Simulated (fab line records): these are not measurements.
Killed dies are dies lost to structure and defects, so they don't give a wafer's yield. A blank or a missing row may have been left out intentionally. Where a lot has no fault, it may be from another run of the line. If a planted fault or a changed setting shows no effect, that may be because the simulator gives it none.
A single fault, viewed from 2 desks	flow gf180mcu	each desk holds nothing but its own numbers, with what lay behind them at the end

== METROLOGY DESK ==
What the gauges read for every lot (on any tool): the sampled wafers with a number, averaged. Marked OUT: a lot whose mean sits more than 4 standard deviations from the usual mean, which makes it out of limits; the brackets give that distance.
Columns: A = MIM_ALCU_THK at GF_MIM_THK_MEAS_11, usual 199.5 nm
lot	first seen here	A
L479	day 24 18:27	197.8
L480	day 25 02:23	199.4
L481	day 25 12:01	201.2
L482	day 25 19:53	199.5
L483	day 26 01:17	200.5
L485	day 26 17:05	201.1
L488	day 27 18:08	199.2
L489	day 28 03:27	201.3
L493	day 29 05:43	198.3
L494	day 29 08:37	200.6
L495	day 29 15:48	199.0
L497	day 30 09:39	197.6
L500	day 31 01:41	201.9
This desk's verdict: no lot among the 13 shows anything out of limits.

== THE TOOL OWNER'S DESK: pvd-sputter-04 ==
The tool's own readings at GF_M4_SPUTTER_02 (material AlCu, target thk 450 nm, time 23.9 s): means of the sampled wafers that have a number, for each lot that ran on this tool. Marked OUT: a lot whose mean sits more than 4 standard deviations from the usual mean, which makes it out of limits; the brackets give that distance.
Columns: A = throttle-valve-pct at GF_M4_SPUTTER_02, usual 30.1 %
lot	first seen here	A
L479	day 22 17:35	30.0
L480	day 23 02:35	29.8
L482	day 23 20:16	29.7
L485	day 24 19:34	30.1
L488	day 25 21:50	30.5
L489	day 26 06:52	30.7
L500	day 29 10:02	30.2
This desk's verdict: no lot among the 7 shows anything out of limits.

== ALL TOGETHER ==
Metrology desk: nothing out of limits seen.
Nothing out of limits was seen by the tool owner's desk.

== WHAT HAD BEEN PUT IN BY THE SIMULATOR ==
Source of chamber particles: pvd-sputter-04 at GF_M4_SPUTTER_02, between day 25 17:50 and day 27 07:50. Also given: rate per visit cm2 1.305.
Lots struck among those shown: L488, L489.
